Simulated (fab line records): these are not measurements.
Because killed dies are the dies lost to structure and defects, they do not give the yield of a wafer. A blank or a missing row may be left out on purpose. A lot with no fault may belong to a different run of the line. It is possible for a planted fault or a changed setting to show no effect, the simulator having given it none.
Which tool was responsible? | flow sfq-line | 14 lots, 42 wafers sampled, at 1 step of a route of 325

WHAT THE GAUGES SHOWED, per wafer
The record lacks any reading of a measuring or inspecting step that a usual standard deviation could be used to judge.

WHAT TOOL EACH LOT RAN ON (gives the tool, then ch and the chambers of the sampled wafers, and finally the start)
lot  | SFQ_TRILAYER_C5_BARC_OPEN_VIA_ETCH_210
L672 | rie-diel-04 ch 0,1, day 70 16:53
L673 | rie-diel-01 ch 0,3, day 71 00:05
L674 | rie-diel-04 ch 0,1, day 71 02:36
L675 | rie-diel-01 ch 1,2, day 71 04:33
L677 | rie-diel-02 ch 1,3, day 71 13:03
L678 | rie-diel-04 ch 1,3, day 71 15:27
L681 | rie-diel-04 ch 1,2, day 71 19:50
L684 | rie-diel-04 ch 2,3, day 72 02:15
L689 | rie-diel-01 ch 0,1,2, day 72 19:03
L690 | rie-diel-01 ch 1,2, day 78 11:47
L691 | rie-diel-01 ch 0,1,2, day 79 09:30
L692 | rie-diel-02 ch 0,2,3, day 80 08:18
L693 | rie-diel-04 ch 0,2, day 80 19:06
L695 | rie-diel-04 ch 2,3, day 81 19:12
- SFQ_TRILAYER_C5_BARC_OPEN_VIA_ETCH_210: etches BARC in O2, target depth 125 nm, time 41.7 s.

AS READ BY THE TOOLS THEMSELVES (means over the sampled wafers that have a number; for cases with no such wafer, the mark the record gives instead)
SFQ_TRILAYER_C5_BARC_OPEN_VIA_ETCH_210.
lot  | tool        | drypump-motor-current-A (A) | oes-product-au (a.u.) | run-length-s (s)
L672 | rie-diel-04 | 5.4                         | 0.692                 | 69.6
L673 | rie-diel-01 | 6.2                         | 0.684                 | 69.9
L674 | rie-diel-04 | 5.3                         | 0.677                 | 69.6
L675 | rie-diel-01 | 5.4                         | 0.686                 | 70.4
L677 | rie-diel-02 | 5.4                         | 0.683                 | 69.7
L678 | rie-diel-04 | 5.7                         | 0.688                 | 70.0
L681 | rie-diel-04 | 5.4                         | 0.665                 | 73.5
L684 | rie-diel-04 | 6.2                         | 0.647                 | 77.3
L689 | rie-diel-01 | 5.6                         | 0.685                 | 70.1
L690 | rie-diel-01 | 5.4                         | 0.686                 | 70.4
L691 | rie-diel-01 | 5.6                         | 0.683                 | 70.1
L692 | rie-diel-02 | 5.6                         | 0.682                 | 70.0
L693 | rie-diel-04 | 5.5                         | 0.681                 | 70.1
L695 | rie-diel-04 | 5.9                         | 0.685                 | 70.4

THE ANSWER, worked out from the rows above alone
Rule: usual is defined by the lots themselves. Put in order of their means at a reading, lots are off if they are a third of the lots or fewer, leave a main group of 4 or more, and stand apart from it by a gap of 3 or more times the standard deviation of the main group's means; of several such gaps the widest counts. If all means in a main group match to the digits the tables above print for the reading, that group is not used. Also off: a lot with no number at a reading for which 4 or more lots have one. All remaining lots with rows at the step are treated as sound. After the gauges, taken in route order, come the tools' own readings; for these a lot's mean is taken, as printed above. At the first step where some lot is off, the reading lying furthest off is the one used; lots without a number count as furthest.
Off, at SFQ_TRILAYER_C5_BARC_OPEN_VIA_ETCH_210 on run-length-s: L681, L684. The main group has a mean of 70.0 s with a standard deviation of 0.28.
If a tool, at that step or one of the process steps before it, ran each lot that is off and ran no sound lot following the first of them, it fits. No candidate that was tried fits.

WHAT HAD BEEN PUT IN BY THE SIMULATOR
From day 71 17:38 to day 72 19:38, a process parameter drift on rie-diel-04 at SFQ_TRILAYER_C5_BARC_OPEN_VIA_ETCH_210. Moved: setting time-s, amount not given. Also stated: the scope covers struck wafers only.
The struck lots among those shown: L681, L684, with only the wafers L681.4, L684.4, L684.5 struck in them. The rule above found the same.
